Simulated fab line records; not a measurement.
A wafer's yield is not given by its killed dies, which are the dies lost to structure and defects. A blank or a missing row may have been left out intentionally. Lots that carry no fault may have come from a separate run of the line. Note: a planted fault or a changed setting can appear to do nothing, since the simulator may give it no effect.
Comparing a struck lot with a sound one / flow sky130 / 32 out of 708 route steps
Sound: the wafers L924.2, L924.4, L924.6. Struck: wafer L935.1. (L935.4, L935.6 of the same lot were not struck and are left out.) The cause comes at the end.
Per side, at each step with rows, come the tool, then ch with its chambers, and then its first start. Under that, the readings that differ: sound wafers / struck wafers / difference of the means / sigmas: that difference in standard deviations of wafers without a fault.
alike: a reading whose means differ by less than 2 such deviations, as well as words and numbers matching on both sides. not compared: withheld readings; readings where some wafer has no value; bounds like >300 that might hide an equal value; numbers whose values overlap and for which the record gives no deviation.
The two part at a step that has a row with sigmas, a row that says differs or no value, or rows on one side only. Non-overlapping numbers with no deviation appear without sigmas and do not part them. A reading that every wafer of one side lacks parts them only if that side has two wafers or more.

first, 1 step without rows for these wafers: SKY_CONTACT_ETCH_18 (etches Si3N4 in CHF3/O2, stops on TiN, time 39 s, target depth 75 nm).
SKY_CONTACT_STRIP_19: strips in O2/N2.
  sound on plasma asher-02 ch 0,1, day 32 22:48; struck on plasma asher-02 ch 0, day 36 16:22
  alike: chamber pressure mTorr, drypump motor current A, n2 flow sccm, oes product au, strip time to endpoint s
  not compared: rf hours counter h
then, 4 steps without rows for these wafers: SKY_CONTACT_STRIP_20 (strips in post etch residue remover, time 1200 s); SKY_CONTACT_CLEAN_21 (cleans in IPA, time 180 s); SKY_CONTACT_CLEAN_22 (cleans in O3/DIW); SKY_CONTACT_SPUTTER_23 (material TiN, target thk 20 nm, time 80 s).
SKY_CONTACT_CVD_24: deposits W, target thk 340 nm, time 102.12 s.
  sound on cvd w-02 ch 0,1, day 32 23:29; struck on cvd w-01 ch 1, day 36 17:02
  alike: heater power w
  not compared: since wet clean h
SKY_CONTACT_RS_MEAS_25: measures by four-point-probe.
  sound: film metro-01 at day 32 23:37; struck: film metro-01 at day 36 17:09
reading=CONTACT_W_RS (ohm/sq); sound=0.339 0.345 0.338; struck=0.352; difference=+0.011; sigmas=+2
SKY_CONTACT_THK_MEAS_26: measures by xrf.
  sound: film metro-01 at day 32 23:44; struck: film metro-01 at day 36 17:16
  alike: CONTACT_W_THK
then, 1 step without rows for these wafers: SKY_CONTACT_CMP_27 (polishes, stops on SiO2, t overpolish 15 s, target thk 0 nm).
SKY_METAL1_SPUTTER_00: material Ti, target thk 15 nm, time 10 s.
  sound: pvd sputter-02 at day 33 00:05; struck: pvd sputter-03 at day 36 17:58
  alike: chamber pressure pa, throttle valve pct
then, 1 step without rows for these wafers: SKY_METAL1_SPUTTER_01 (material TiN, target thk 20 nm, time 16.7 s).
SKY_METAL1_SPUTTER_02: material AlCu, target thk 250 nm, time 13.3 s.
  sound: pvd sputter-02 at day 33 00:08; struck: pvd sputter-03 at day 36 18:01
reading=model.AlCu_of_METAL1_SPUTTER_02.thk nm (nm); sound=249.6 247.5 246.1; struck=178.5; difference=-69.2; sigmas=
  alike: chamber pressure pa, throttle valve pct
then, 2 steps without rows for these wafers: SKY_METAL1_SPUTTER_03 (material Ti, target thk 5 nm, time 3.3 s); SKY_METAL1_SPUTTER_04 (material TiN, target thk 70 nm, time 58.3 s).
SKY_METAL1_RS_MEAS_05: measures by four-point-probe.
  sound: film metro-03 at day 33 00:14; struck: film metro-04 at day 36 18:06
reading=METAL1_ALCU_RS (ohm/sq); sound=0.1270 0.1281 0.1288; struck=0.1801; difference=+0.0521; sigmas=+40
SKY_METAL1_THK_MEAS_06: measures by xrf.
  sound: film metro-03 at day 33 00:21; struck: film metro-04 at day 36 18:13
reading=METAL1_ALCU_THK (nm); sound=249.4 247.8 246.9; struck=181.8; difference=-66.2; sigmas=-25
then, 8 steps without rows for these wafers: SKY_METAL1_DEHYDRATE_07 (time 60 s); SKY_METAL1_HMDS_08 (prime time 60 s); SKY_METAL1_COAT_09 (resist thk 60 nm); SKY_METAL1_COAT_10 (resist thk 450 nm); SKY_METAL1_SOFTBAKE_11 (time 90 s); SKY_METAL1_EXPOSE_12 (exposes mask MM1, target cd 140 nm); SKY_METAL1_PEB_13; SKY_METAL1_DEVELOP_14 (develop time 60 s).
SKY_METAL1_CD_MEAS_15: the cd target is 140 nm.
  sound: cd sem-02 at day 34 03:20; struck: cd sem-02 at day 37 20:05
  alike: cd nm
SKY_METAL1_OVL_MEAS_16:
  sound: overlay-02 at day 34 03:27; struck: overlay-01 at day 37 20:12
  alike: METAL1_OVL
SKY_METAL1_DESCUM_17: chemistry O2, time 8 s.
  sound on rie metal-04 ch 0,1, day 34 03:29; struck on rie metal-04 ch 1, day 37 20:14
  alike: chamber pressure mTorr, drypump motor current A, oes product au
  not compared: rf hours counter h
SKY_METAL1_ETCH_18: etches BARC in N2/H2, stops on SiO2, time 45.9 s, target depth 60 nm.
  sound on rie metal-04 ch 0,1, day 34 03:31; struck on rie metal-04 ch 1, day 37 20:16
  alike: chamber pressure mTorr, drypump motor current A, n2 flow sccm, oes product au, throttle valve pct
  not compared: rf hours counter h
SKY_METAL1_METAL_ETCH_19: etches the open film in Cl2/BCl3, stops on SiO2, target depth 360 nm, time 79.16 s.
  sound on rie metal-04 ch 0,1, day 34 03:34; struck on rie metal-04 ch 1, day 37 20:20
reading=chamber pressure mTorr (mTorr); sound=10.016 9.996 9.997; struck=9.987; difference=-0.016; sigmas=-2
reading=oes product au (a.u.); sound=0.857 0.857 0.847; struck=0.786; difference=-0.068; sigmas=-11
  alike: drypump motor current A, throttle valve pct
  not compared: rf hours counter h
then, 1 step without rows for these wafers: SKY_METAL1_STRIP_20 (strips in O2/N2).
-- the record jumps here: 12 days lie between the struck wafers' starts before and after (it left off in module METAL1 and takes up again in module PAD_OPEN, whose first step shown is number 708 of the route) --
SKY_PAD_OPEN_PROBE_99:
  sound: prober-01 at day 46 23:02; struck: prober-01 at day 49 16:10
reading=model.etest.met1.line ohm um; sound=0.9023 0.9036 0.9341; struck=1.301; difference=+0.388; sigmas=
reading=model.etest.met1.rs ohm sq; sound=0.1284 0.1294 0.1307; struck=0.1824; difference=+0.0529; sigmas=
  alike: defect limited yield, killed_at_M0_to_M3, killed_at_M4_up, killed at contacts, killed at front end, killed at other, killed dies, killed open, killed short, sort_bin_3_pad_short, sort_bin_5_function, sort_bin_6_memory, sort n pass, sort yield pct

== WHERE THEY PART ==
At SKY_CONTACT_RS_MEAS_25 first; at SKY_METAL1_METAL_ETCH_19 last (within this record only). Later steps at which nothing parts them and some readings are alike: SKY_PAD_OPEN_PROBE_99.

WHY: what had been put in by the simulator
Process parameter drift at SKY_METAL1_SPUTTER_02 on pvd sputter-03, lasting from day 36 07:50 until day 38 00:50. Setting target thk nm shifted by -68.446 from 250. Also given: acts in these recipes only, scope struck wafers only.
